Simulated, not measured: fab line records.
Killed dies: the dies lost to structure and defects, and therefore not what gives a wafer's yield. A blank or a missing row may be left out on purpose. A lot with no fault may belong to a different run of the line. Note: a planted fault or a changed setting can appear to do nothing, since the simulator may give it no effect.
fab line records    flow sky130
[record] lots = 11  wafers = 33  lastDay = 50
route steps=708 shown LDD_LDN@302 POLY_CUT@319 SD_N@349 PAD_OPEN@708
lots with no fault: from the same line, run without faults
startH: the number of hours between the record's first day and the start of the first shown wafer of the lot    waitH: how many hours have passed since the lot's step before this one    " repeats the value in the row above    L1.1+2: a single row standing in for several wafers    - no value, or no start was given    * or withheld: withheld    < > ~ a bound
route shown NAME@n: NAME is a module with steps in the file, n the number in the route of the first one    usual: the fault-free wafers' mean and standard deviation    same: alike in all rows    chamber/n: place in a boat    sites: readings site by site    _std_site: their standard deviation    _edge_site: mean of outer sites minus mean of inner sites    radiusMm: for every site, how far away it sits from the centre of the wafer    mask NAME#n: copy n    behind: the last tool/chamber to shape the wafer    hold: cause of the lot's hold/its duration in hours/its outcome    device: names the non-switching transistor (n, p or np)    end of line: the same wafers' tests at the end of the route    a step with no rows: only its recipe    killed: dies that structure and defects cost at the first sort, which is not the same as the wafer's yield    map: a wafer's dies, x killed, . not, _ none there
set.NAME: setting as actually run; set.NAME@STEP: the setting as run at that earlier step    model.NAME: the simulator's own value behind a step, which no gauge read
the route's steps for a sample of lots (tables are steps, rows are wafers)
services: from which hour (startH, from the record's first day; less than 0 if before it) a tool's chamber was out of use, for how many hours, and why
[[steps]]
[step SKY_LDD_LDN_TW_MEAS_13]
[usual] LDD_LDN_TW = 1477/22
lot.wafer  tool          chamber  startH  waitH  LDD_LDN_TW
L683.1     filmMetro-04  -        518.64  0.1    1491
L683.5     "             -        "       "      1479
L683.6     "             -        "       "      1501
L686.2     filmMetro-02  -        547.86  0.1    1492
L686.5     "             -        "       "      1498
L686.6     "             -        "       "      1500
L688.1     filmMetro-04  -        582.99  0.1    1499
L688.2     "             -        "       "      1500
L688.4     "             -        "       "      1501
L689.2     filmMetro-03  -        584.02  0.1    1448
L689.3     "             -        "       "      1454
L689.6     "             -        "       "      1443
L691.3     filmMetro-03  -        595.92  0.1    1445
L691.4     "             -        "       "      1455
L691.5     "             -        "       "      1444
L690.4     filmMetro-03  -        599.37  0.1    1443
L690.5     "             -        "       "      1442
L690.6     "             -        "       "      1440
L698.1     filmMetro-04  -        666.06  0.1    1500
L698.3     "             -        "       "      1488
L698.5     "             -        "       "      1486
L699.3     filmMetro-02  -        672.07  0.1    1498
L699.5     "             -        "       "      1498
L699.6     "             -        "       "      1494
L702.2     filmMetro-03  -        682.46  0.1    1463
L702.3     "             -        "       "      1453
L702.4     "             -        "       "      1466
L704.2     filmMetro-02  -        699.17  0.1    1488
L704.4     "             -        "       "      1492
L704.6     "             -        "       "      1491
L705.1     filmMetro-02  -        718.70  0.1    1488
L705.4     "             -        "       "      1484
L705.6     "             -        "       "      1484
[step SKY_POLY_CUT_STRIP_12]
[recipe] chemistry = O2/N2  powerW = 1400  pressureMtorr = 1500  platenTempC = withheld  o2FlowSccm = 3000  n2FlowSccm = 300  overashFraction = 0.5
[usual] drypumpMotorCurrentA = 6.0/0.76  oesProductAu = 0.453/0.0047  stripTimeToEndpointS = 5.359/0.017
[same] overashFraction = 0.5
lot.wafer  tool            chamber  startH  waitH  drypumpMotorCurrentA  oesProductAu  rfHoursCounterH  stripTimeToEndpointS
L683.1     plasmaAsher-04  1        551.59  0.0    6.7                   0.460         73               5.368
L683.5     "               1        "       "      6.7                   0.448         -                5.362
L683.6     "               0        "       "      6.6                   0.459         -                5.360
L686.2     plasmaAsher-04  0        579.55  0.0    6.6                   0.458         76               5.363
L686.5     "               1        "       "      6.7                   0.452         -                5.361
L686.6     "               0        "       "      6.6                   0.452         -                5.366
L688.1     plasmaAsher-04  0        613.75  0.0    6.6                   0.440         79               5.338
L688.2     "               1        "       "      6.7                   0.455         79               5.355
L688.4     "               0        "       "      6.6                   0.449         -                5.361
L689.2     plasmaAsher-03  0        616.74  0.0    4.9                   0.446         91               5.338
L689.3     "               0        "       "      4.9                   0.454         -                5.329
L689.6     "               1        "       "      6.0                   0.453         -                5.343
L691.3     plasmaAsher-01  0        626.73  0.1    4.7                   0.451         -                5.370
L691.4     "               1        "       "      6.2                   0.454         -                5.377
L691.5     "               1        "       "      6.3                   0.450         -                5.386
L690.4     plasmaAsher-04  1        630.23  0.1    6.6                   0.449         -                5.363
L690.5     "               0        "       "      6.6                   0.450         -                5.347
L690.6     "               1        "       "      6.7                   0.451         -                5.367
L698.1     plasmaAsher-03  0        696.30  0.0    4.9                   0.448         99               5.340
L698.3     "               0        "       "      4.9                   0.457         -                5.336
L698.5     "               1        "       "      5.9                   0.462         -                5.349
L699.3     plasmaAsher-03  1        701.88  0.1    6.0                   0.461         -                5.386
L699.5     "               1        "       "      6.0                   0.453         -                5.388
L699.6     "               0        "       "      4.9                   0.458         -                5.383
L702.2     plasmaAsher-01  0        711.89  0.0    4.7                   0.458         58               5.352
L702.3     "               0        "       "      4.7                   0.458         -                5.377
L702.4     "               1        "       "      6.2                   0.443         -                5.345
L704.2     plasmaAsher-01  0        730.01  0.0    4.7                   0.446         59               5.371
L704.4     "               0        "       "      4.7                   0.449         -                5.353
L704.6     "               1        "       "      6.3                   0.447         -                5.355
L705.1     plasmaAsher-04  1        747.85  0.0    6.7                   0.457         93               5.348
L705.4     "               1        "       "      6.7                   0.451         -                5.345
L705.6     "               0        "       "      6.6                   0.454         -                5.348
[step SKY_SD_N_CD_MEAS_07]
[recipe] targetCdNm = 380
[usual] cdNm = 380.1/2.2
lot.wafer  tool      chamber  startH  waitH  cdNm
L683.1     cdSem-02  -        639.62  0.1    378.1
L683.5     "         -        "       "      378.5
L683.6     "         -        "       "      379.8
L686.2     cdSem-02  -        666.24  0.1    379.1
L686.5     "         -        "       "      378.2
L686.6     "         -        "       "      378.8
L688.1     cdSem-01  -        699.16  0.1    380.2
L688.2     "         -        "       "      381.9
L688.4     "         -        "       "      380.7
L689.2     cdSem-02  -        701.84  0.1    383.5
L689.3     "         -        "       "      384.4
L689.6     "         -        "       "      387.1
L691.3     cdSem-01  -        711.91  0.1    380.7
L691.4     "         -        "       "      380.7
L691.5     "         -        "       "      378.2
L690.4     cdSem-01  -        713.22  0.1    380.3
L690.5     "         -        "       "      381.2
L690.6     "         -        "       "      380.1
L698.1     cdSem-02  -        776.67  0.1    378.2
L698.3     "         -        "       "      379.7
L698.5     "         -        "       "      377.5
L699.3     cdSem-01  -        782.81  0.1    379.3
L699.5     "         -        "       "      378.1
L699.6     "         -        "       "      379.8
L702.2     cdSem-02  -        792.99  0.1    379.6
L702.3     "         -        "       "      382.4
L702.4     "         -        "       "      381.9
L704.2     cdSem-01  -        808.84  0.1    379.9
L704.4     "         -        "       "      378.9
L704.6     "         -        "       "      381.1
L705.1     cdSem-02  -        826.17  0.1    378.4
L705.4     "         -        "       "      378.2
L705.6     "         -        "       "      380.4
[step SKY_SD_N_IMPLANT_09]
[recipe] species = As  energyKev = 50  doseCm2 = 4e+15  tiltDeg = 0
[usual] beamOnS = 17.0/0.43  endStationPressureTorr = 1.4e-05/7.5e-07  faradayCurrentUA = 12846/320  tiltDeg = 0.005/0.02
lot.wafer  tool          chamber  startH  waitH  beamOnS  endStationPressureTorr  faradayCurrentUA  tiltDeg
L683.1     implanter-04  0        639.78  0.0    17.9     1.37e-05                12207             0.018
L683.5     "             0        "       "      17.3     1.32e-05                12601             0.011
L683.6     "             0        "       "      15.8     1.51e-05                13667             -0.001
L686.2     implanter-01  0        666.40  0.0    17.0     1.39e-05                12854             0.063
L686.5     "             0        "       "      16.7     1.38e-05                13152             0.015
L686.6     "             0        "       "      17.1     1.43e-05                12796             0.013
L688.1     implanter-01  0        699.32  0.0    17.6     1.32e-05                12459             -0.015
L688.2     "             0        "       "      17.0     1.4e-05                 12824             -0.014
L688.4     "             0        "       "      17.2     1.5e-05                 12612             0.026
L689.2     implanter-01  0        702.00  0.0    20.4     5.81e-05                11114             -0.015
L689.3     "             0        "       "      20.4     5.91e-05                11115             -0.027
L689.6     "             0        "       "      20.4     5.57e-05                11101             -0.016
L691.3     implanter-04  0        712.08  0.1    16.9     1.48e-05                12944             0.012
L691.4     "             0        "       "      17.2     1.38e-05                12646             0.038
L691.5     "             0        "       "      17.2     1.36e-05                12654             -0.003
L690.4     implanter-01  0        713.40  0.1    20.7     5.52e-05                10945             -0.016
L690.5     "             0        "       "      20.4     5.76e-05                11084             -0.028
L690.6     "             0        "       "      19.5     6.19e-05                11595             -0.005
L698.1     implanter-04  0        776.82  0.0    17.1     1.42e-05                12759             0.055
L698.3     "             0        "       "      16.8     1.5e-05                 12887             0.022
L698.5     "             0        "       "      17.4     1.37e-05                12547             0.022
L699.3     implanter-01  0        782.97  0.1    18.0     1.31e-05                12133             -0.013
L699.5     "             0        "       "      17.1     1.42e-05                12812             0.019
L699.6     "             0        "       "      17.4     1.27e-05                12586             -0.005
L702.2     implanter-01  0        793.15  0.0    17.1     1.49e-05                12808             -0.018
L702.3     "             0        "       "      17.6     1.3e-05                 12434             -0.020
L702.4     "             0        "       "      17.0     1.3e-05                 12917             -0.007
L704.2     implanter-03  0        809.00  0.0    17.2     1.41e-05                12706             0.017
L704.4     "             0        "       "      16.7     1.48e-05                13088             -0.001
L704.6     "             0        "       "      16.6     1.49e-05                13085             -0.027
L705.1     implanter-01  0        826.33  0.0    16.7     1.51e-05                13071             0.007
L705.4     "             0        "       "      17.8     1.4e-05                 12270             0.035
L705.6     "             0        "       "      16.9     1.33e-05                12967             0.027
[step SKY_SD_N_STRIP_11]
[recipe] chemistry = O2/N2  powerW = 1400  pressureMtorr = 1500  platenTempC = withheld  o2FlowSccm = 3000  n2FlowSccm = 300  overashFraction = 0.5
[usual] drypumpMotorCurrentA = 5.5/0.64  oesProductAu = 0.527/0.0042  stripTimeToEndpointS = 22.55/0.04
[same] overashFraction = 0.5
lot.wafer  tool            chamber  startH  waitH  drypumpMotorCurrentA  oesProductAu  rfHoursCounterH  stripTimeToEndpointS
L683.1     plasmaAsher-02  0        640.08  0.1    5.7                   0.531         22               22.59
L683.5     "               0        "       "      5.7                   0.521         -                22.52
L683.6     "               1        "       "      5.7                   0.526         -                22.51
L686.2     plasmaAsher-02  0        666.68  0.1    5.7                   0.525         23               22.57
L686.5     "               1        "       "      5.7                   0.531         -                22.61
L686.6     "               0        "       "      5.7                   0.524         -                22.61
L688.1     plasmaAsher-01  1        699.62  0.1    6.3                   0.539         56               22.49
L688.2     "               0        "       "      4.7                   0.523         56               22.47
L688.4     "               1        "       "      6.3                   0.525         -                22.49
L689.2     plasmaAsher-01  0        702.28  0.1    4.7                   0.522         57               23.16
L689.3     "               0        "       "      4.7                   0.518         -                23.12
L689.6     "               1        "       "      6.3                   0.519         -                23.16
L691.3     plasmaAsher-02  0        712.36  0.1    5.7                   0.530         -                22.55
L691.4     "               1        "       "      5.7                   0.523         -                22.52
L691.5     "               1        "       "      5.7                   0.523         -                22.56
L690.4     plasmaAsher-01  0        713.65  0.1    4.7                   0.519         -                23.17
L690.5     "               1        "       "      6.3                   0.525         -                23.17
L690.6     "               0        "       "      4.7                   0.527         -                23.19
L698.1     plasmaAsher-01  0        777.12  0.1    4.7                   0.530         64               22.52
L698.3     "               0        "       "      4.7                   0.528         -                22.45
L698.5     "               0        "       "      4.7                   0.529         -                22.51
L699.3     plasmaAsher-03  1        783.25  0.1    6.0                   0.524         -                22.52
L699.5     "               0        "       "      4.9                   0.528         -                22.56
L699.6     "               1        "       "      6.0                   0.521         -                22.46
L702.2     plasmaAsher-02  0        793.42  0.1    5.7                   0.523         35               22.50
L702.3     "               0        "       "      5.7                   0.532         -                22.49
L702.4     "               1        "       "      5.7                   0.528         -                22.53
L704.2     plasmaAsher-03  0        809.28  0.1    4.9                   0.528         6                22.56
L704.4     "               1        "       "      6.0                   0.526         -                22.55
L704.6     "               0        "       "      4.9                   0.524         -                22.57
L705.1     plasmaAsher-03  0        826.63  0.1    4.9                   0.535         8                22.57
L705.4     "               1        "       "      6.0                   0.535         -                22.54
L705.6     "               0        "       "      4.9                   0.522         -                22.52
[step SKY_SD_N_RS_MEAS_16]
[recipe] thkMeasGauge = four-point-probe
[usual] SD_N_RS = 68.59/0.13
lot.wafer  tool          chamber  startH  waitH  hold                     SD_N_RS[ohm/sq]
L683.1     filmMetro-02  -        640.51  0.1    -                        68.60
L683.5     "             -        "       "      -                        68.80
L683.6     "             -        "       "      -                        68.72
L686.2     filmMetro-01  -        667.08  0.1    -                        68.43
L686.5     "             -        "       "      -                        68.62
L686.6     "             -        "       "      -                        68.48
L688.1     filmMetro-01  -        700.00  0.1    -                        68.68
L688.2     "             -        "       "      -                        68.33
L688.4     "             -        "       "      -                        68.69
L689.2     filmMetro-02  -        702.68  0.1    awaitDispo/0.2h/release  67.33
L689.3     "             -        "       "      awaitDispo/0.2h/release  67.45
L689.6     "             -        "       "      awaitDispo/0.2h/release  67.35
L689.2     filmMetro-02  -        703.04  0.3    -                        67.42
L689.3     "             -        "       "      -                        67.34
L689.6     "             -        "       "      -                        67.42
L691.3     filmMetro-02  -        712.75  0.1    -                        68.76
L691.4     "             -        "       "      -                        68.76
L691.5     "             -        "       "      -                        68.59
L690.4     filmMetro-02  -        714.07  0.1    awaitDispo/0.2h/release  67.49
L690.5     "             -        "       "      awaitDispo/0.2h/release  67.37
L690.6     "             -        "       "      awaitDispo/0.2h/release  67.61
L690.4     filmMetro-02  -        714.43  0.3    -                        67.38
L690.5     "             -        "       "      -                        67.38
L690.6     "             -        "       "      -                        67.51
L698.1     filmMetro-01  -        777.50  0.1    -                        68.75
L698.3     "             -        "       "      -                        68.79
L698.5     "             -        "       "      -                        68.62
L699.3     filmMetro-03  -        783.64  0.1    -                        68.66
L699.5     "             -        "       "      -                        68.45
L699.6     "             -        "       "      -                        68.54
L702.2     filmMetro-01  -        793.82  0.1    -                        68.38
L702.3     "             -        "       "      -                        68.55
L702.4     "             -        "       "      -                        68.51
L704.2     filmMetro-01  -        809.68  0.1    -                        68.63
L704.4     "             -        "       "      -                        68.64
L704.6     "             -        "       "      -                        68.58
L705.1     filmMetro-02  -        827.01  0.1    -                        68.78
L705.4     "             -        "       "      -                        68.81
L705.6     "             -        "       "      -                        68.70
[step SKY_PAD_OPEN_PROBE_99]
[usual] killed_at_M0_to_M3 = 43/6.7  killed_at_M4_up = 3.2/1.9  killedAtContacts = 24/5.9  killedAtFrontEnd = 15/4.1  killedAtOther = 0.3/0.56  killedDies = 86/9.5  killedOpen = 47/7.4  killedShort = 39/5.5
[same] grossDies = 492  killedAtBackSide = 0
lot.wafer  tool       chamber  startH   waitH  killed_at_M0_to_M3  killed_at_M4_up  killedAtContacts  killedAtFrontEnd  killedAtOther  killedDies  killedOpen  killedShort
L683.1     prober-01  -        1070.52  0.1    41                  5                39                11                1              97          54          43
L683.5     prober-01  -        1070.72  0.2    41                  6                37                21                0              105         61          44
L683.6     prober-01  -        1070.77  0.2    48                  3                30                11                0              92          48          44
L686.2     prober-02  -        1090.98  0.1    30                  2                18                13                0              63          36          27
L686.5     prober-02  -        1091.13  0.2    40                  6                16                10                1              73          32          41
L686.6     prober-02  -        1091.18  0.2    38                  1                22                10                0              71          37          34
L689.2     prober-01  -        1118.34  0.1    43                  3                14                12                0              72          35          37
L689.3     prober-01  -        1118.39  0.2    40                  2                31                11                0              84          48          36
L689.6     prober-01  -        1118.54  0.2    42                  5                17                18                0              82          52          30
L691.3     prober-02  -        1123.05  0.2    32                  3                27                7                 0              69          43          26
L691.4     prober-02  -        1123.10  0.2    53                  3                21                19                0              96          58          38
L691.5     prober-02  -        1123.15  0.2    34                  5                18                13                0              70          32          38
L690.4     prober-01  -        1124.94  0.2    45                  1                22                13                1              82          44          38
L690.5     prober-01  -        1124.99  0.2    28                  4                25                17                0              74          46          28
L690.6     prober-01  -        1125.04  0.2    42                  4                26                20                0              92          58          34
L705.1     prober-01  -        1198.79  0.1    34                  7                20                12                0              73          36          37
L705.4     prober-01  -        1198.94  0.2    45                  5                22                13                0              85          47          38
L705.6     prober-01  -        1199.04  0.2    37                  4                12                7                 0              60          24          36
// killed by level:class
L683.1 LI_CONTACT:geometricParticle:open=13 CONTACT:geometricParticle:short=12 CONTACT:geometricParticle:open=11 VIA1:geometricParticle:open=10 METAL2:geometricParticle:short=8 VIA1:geometricParticle:short=5 VIA2:geometricParticle:open=5 FIELD_ISO:geometricParticle:short=4
L683.5 LI_CONTACT:geometricParticle:open=13 VIA1:geometricParticle:open=12 CONTACT:geometricParticle:open=10 METAL2:geometricParticle:short=9 FIELD_ISO:geometricParticle:open=6 METAL4:geometricParticle:short=6 POLY_GATE:geometricParticle:open=5 LOCAL_INTERCONNECT:geometricParticle:short=5
L683.6 CONTACT:geometricParticle:open=13 METAL2:geometricParticle:short=9 CONTACT:geometricParticle:short=7 METAL1:geometricParticle:short=7 LI_CONTACT:geometricParticle:open=6 VIA1:geometricParticle:open=6 VIA2:geometricParticle:open=6 VIA1:geometricParticle:short=5
L686.2 VIA1:geometricParticle:open=7 CONTACT:geometricParticle:open=6 METAL2:geometricParticle:short=5 VIA3:geometricParticle:open=5 METAL1:geometricParticle:short=4 VIA1:geometricParticle:short=4 POLY_GATE:geometricParticle:short=3 LI_CONTACT:geometricParticle:open=3
L686.5 VIA1:geometricParticle:open=9 CONTACT:geometricParticle:open=8 METAL2:geometricParticle:short=6 FIELD_ISO:geometricParticle:short=5 METAL4:geometricParticle:short=5 VIA2:geometricParticle:short=5 VIA1:geometricParticle:short=4 LI_CONTACT:geometricParticle:open=3
L686.6 VIA1:geometricParticle:open=11 CONTACT:geometricParticle:short=6 LI_CONTACT:geometricParticle:open=5 METAL2:geometricParticle:short=5 CONTACT:geometricParticle:open=5 VIA1:geometricParticle:short=5 VIA3:geometricParticle:open=5 METAL1:geometricParticle:short=4
L689.2 VIA1:geometricParticle:open=9 CONTACT:geometricParticle:open=7 METAL1:geometricParticle:short=7 METAL2:geometricParticle:short=5 VIA2:geometricParticle:open=5 FIELD_ISO:geometricParticle:short=4 VIA1:geometricParticle:short=4 FIELD_ISO:geometricParticle:open=3
L689.3 CONTACT:geometricParticle:open=11 VIA2:geometricParticle:open=10 VIA1:geometricParticle:open=8 LI_CONTACT:geometricParticle:open=6 CONTACT:geometricParticle:short=5 POLY_GATE:geometricParticle:short=4 METAL1:geometricParticle:short=4 METAL2:geometricParticle:short=4
L689.6 VIA1:geometricParticle:open=10 POLY_GATE:geometricParticle:open=7 VIA2:geometricParticle:open=7 LI_CONTACT:geometricParticle:open=5 CONTACT:geometricParticle:open=5 VIA1:geometricParticle:short=5 VIA3:geometricParticle:open=5 FIELD_ISO:geometricParticle:short=3
L691.3 VIA3:geometricParticle:open=10 LI_CONTACT:geometricParticle:open=8 CONTACT:geometricParticle:open=8 VIA2:geometricParticle:open=8 VIA1:geometricParticle:open=5 FIELD_ISO:geometricParticle:short=4 LI_CONTACT:geometricParticle:short=4 LOCAL_INTERCONNECT:geometricParticle:short=4
L691.4 VIA1:geometricParticle:open=12 CONTACT:geometricParticle:open=9 VIA3:geometricParticle:open=9 VIA2:geometricParticle:open=7 FIELD_ISO:geometricParticle:open=6 METAL1:geometricParticle:short=6 POLY_GATE:geometricParticle:short=4 CONTACT:geometricParticle:short=4
L691.5 LI_CONTACT:geometricParticle:open=6 METAL1:geometricParticle:short=6 VIA1:geometricParticle:open=6 FIELD_ISO:geometricParticle:short=5 CONTACT:geometricParticle:open=5 VIA3:geometricParticle:open=5 METAL4:geometricParticle:short=4 CONTACT:geometricParticle:short=4
L690.4 CONTACT:geometricParticle:open=10 METAL2:geometricParticle:short=9 VIA2:geometricParticle:open=8 VIA1:geometricParticle:open=7 LI_CONTACT:geometricParticle:open=6 METAL1:geometricParticle:short=5 VIA1:geometricParticle:short=5 POLY_GATE:geometricParticle:short=4
L690.5 VIA1:geometricParticle:open=10 CONTACT:geometricParticle:open=9 LI_CONTACT:geometricParticle:open=7 VIA2:geometricParticle:open=7 POLY_GATE:geometricParticle:open=6 CONTACT:geometricParticle:short=6 FIELD_ISO:geometricParticle:short=5 POLY_GATE:geometricParticle:short=4
L690.6 VIA1:geometricParticle:open=13 CONTACT:geometricParticle:open=12 LI_CONTACT:geometricParticle:open=8 POLY_GATE:geometricParticle:open=7 VIA1:geometricParticle:short=7 VIA3:geometricParticle:open=6 FIELD_ISO:geometricParticle:short=5 VIA2:geometricParticle:open=4
L705.1 CONTACT:geometricParticle:open=8 VIA3:geometricParticle:open=8 VIA1:geometricParticle:open=6 METAL4:geometricParticle:short=6 FIELD_ISO:geometricParticle:short=5 METAL1:geometricParticle:short=5 LI_CONTACT:geometricParticle:open=4 METAL3:geometricParticle:short=4
L705.4 VIA3:geometricParticle:open=9 VIA1:geometricParticle:open=7 VIA2:geometricParticle:open=7 CONTACT:geometricParticle:open=7 VIA1:geometricParticle:short=6 LI_CONTACT:geometricParticle:short=5 VIA2:geometricParticle:short=5 FIELD_ISO:geometricParticle:open=4
L705.6 VIA1:geometricParticle:open=8 METAL2:geometricParticle:short=8 LI_CONTACT:geometricParticle:open=5 METAL1:geometricParticle:short=4 VIA1:geometricParticle:short=4 VIA2:geometricParticle:open=4 VIA2:geometricParticle:short=3 METAL4:geometricParticle:short=3
[[services]]
tool            chamber  startH  hours  kind
plasmaAsher-04  -        548.04  1.5    repair
implanter-04    -        559.56  3.3    repair
implanter-04    -        571.35  3.8    repair
plasmaAsher-03  -        574.51  13.9   repair
plasmaAsher-01  -        581.95  2.8    pm
implanter-03    -        596.19  5.4    repair
plasmaAsher-04  -        600.74  2.0    repair
implanter-04    -        603.03  13.8   pm
implanter-04    -        621.98  4.0    repair
plasmaAsher-02  -        638.97  0.8    repair
plasmaAsher-02  -        644.50  14.6   pm
implanter-04    -        647.69  2.5    repair
plasmaAsher-01  -        688.86  1.1    repair
implanter-01    -        713.62  5.1    pm
implanter-04    -        717.09  24.3   repair
implanter-01    -        720.52  3.5    repair
implanter-01    -        733.66  8.1    repair
plasmaAsher-03  -        733.75  9.0    pm
plasmaAsher-02  -        758.76  0.7    repair
implanter-01    -        761.34  5.6    repair
implanter-01    -        761.73  3.0    repair
plasmaAsher-03  -        805.87  1.7    repair
implanter-04    -        817.86  3.8    pm
implanter-01    -        818.48  2.2    repair
[[key]]
[firstSign] step = SKY_SD_N_IMPLANT_09  reading = endStationPressureTorr  direction = up  sigmas = 59  usual = 1.4e-05  struck = 5.79e-05
[effect] step = SKY_SD_N_IMPLANT_09  reading = beamOnS  direction = up  sigmas = 7.7  usual = 17.0  struck = 20.3
[effect] step = SKY_SD_N_STRIP_11  reading = stripTimeToEndpointS  direction = up  sigmas = 15  usual = *  struck = *
[effect] step = SKY_SD_N_RS_MEAS_16  reading = visit  direction = added
[effect] step = SKY_SD_N_RS_MEAS_16  reading = SD_N_RS  direction = down  sigmas = 8.6  usual = 68.59  struck = 67.43
metAt SKY_SD_N_IMPLANT_09
struckLots L689,L690
testerLeftOut L689,L690
notActingAt SKY_LDD_LDN_TW_MEAS_13,SKY_POLY_CUT_STRIP_12,SKY_SD_N_CD_MEAS_07
onsetBetween 699.32 702.00
[fault] kind = processParameterDrift  tool = implanter-01  chamber = -  onsetH = 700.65  steps = SKY_SD_N_IMPLANT_09  channel = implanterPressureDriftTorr  offset = 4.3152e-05  shape = step  endH = 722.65
[fault] kind = processParameterDrift  tool = implanter-01  chamber = -  onsetH = 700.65  steps = SKY_SD_N_IMPLANT_09  channel = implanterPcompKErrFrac  offset = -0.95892  shape = step  endH = 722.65
// testerLeftOut: of these lots the tester's yield and bins aren't shown, on N5 and GAA mostly nor the transistor test; their killed dies are dies lost to structure and defects alone, not to doping, threshold or leakage, so they don't give the yield
